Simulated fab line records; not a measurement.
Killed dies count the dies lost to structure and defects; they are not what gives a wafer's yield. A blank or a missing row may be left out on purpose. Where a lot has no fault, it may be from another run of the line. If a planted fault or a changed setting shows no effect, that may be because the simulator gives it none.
A struck lot beside a sound one / flow gf180mcu / 14 out of 602 route steps
Sound: wafers L765.2, L765.3, L765.5. Wafers L776.1, L776.5, L776.6 were the ones struck. The cause is given at the end.
At each step with rows: each side's tool, then ch and its chambers, then its first start. Under that, the readings that differ: sound wafers / struck wafers / difference of the means / sigmas: that difference in standard deviations of wafers without a fault.
alike: readings whose means differ by less than 2 such deviations, and words and numbers that are the same on both sides. not compared: withheld readings, readings that some wafer has no value for, bounds like >300 that may hide the same value, and numbers for which the record gives no deviation and whose values overlap.
The two part at a step that has a row with sigmas, a row that says differs or no value, or rows on one side only. Numbers that don't overlap but have no deviation are shown without sigmas and don't part them. A reading missing from all wafers of one side parts the sides only when that side holds two or more wafers.

GF_NSD_CD_MEAS_07: target cd 400 nm.
  sound: cdSem-01 at day 15 09:13; struck: cdSem-01 at day 19 06:40
  alike: cdNm
GF_NSD_OVL_MEAS_08:
  sound: overlay-02 at day 15 09:20; struck: overlay-01 at day 19 06:47
  alike: NSD_OVL
then, 2 steps without rows for these wafers: GF_NSD_IMPLANT_09; GF_NSD_IMPLANT_10.
GF_NSD_STRIP_11: strips in O2/N2.
  sound on plasmaAsher-01 ch 0, day 15 09:40; struck on plasmaAsher-01 ch 0,1, day 19 07:07
  alike: drypumpMotorCurrentA, heaterPowerW, oesProductAu, stripTimeToEndpointS
  not compared: rfHoursCounterH
GF_NSD_TW_MEAS_12:
  sound: filmMetro-02 at day 15 09:46; struck: filmMetro-02 at day 19 07:13
  alike: NSD_TW
then, 6 steps without rows for these wafers: GF_PSD_DEHYDRATE_00 (time 60 s); GF_PSD_HMDS_01 (prime time 60 s); GF_PSD_COAT_02 (resist thk 1000 nm); GF_PSD_SOFTBAKE_03 (time 60 s); GF_PSD_EXPOSE_04 (exposes mask Pplus, target cd 400 nm); GF_PSD_PEB_05.
GF_PSD_DEVELOP_06: develop time 60 s.
  struck on lithoTrack-02, day 20 06:49; sound on lithoTrack-02 ch 0, day 16 07:56
  no value came back on the struck wafers for chillPlateTempC (C), developTimeS (s); on the sound wafers chillPlateTempC (C) reads 22.94 23.20 23.11
GF_PSD_CD_MEAS_07: target cd 400 nm.
  sound: cdSem-01 at day 16 08:05; struck: cdSem-02 at day 20 06:58
reading=cdNm (nm); sound=398.9 400.1 396.6; struck=- - -; difference=no value on the struck wafers; sigmas=

== WHERE THEY PART ==
Earliest at GF_PSD_DEVELOP_06; latest, in this record, at GF_PSD_CD_MEAS_07.

WHY: the cause the simulator had injected
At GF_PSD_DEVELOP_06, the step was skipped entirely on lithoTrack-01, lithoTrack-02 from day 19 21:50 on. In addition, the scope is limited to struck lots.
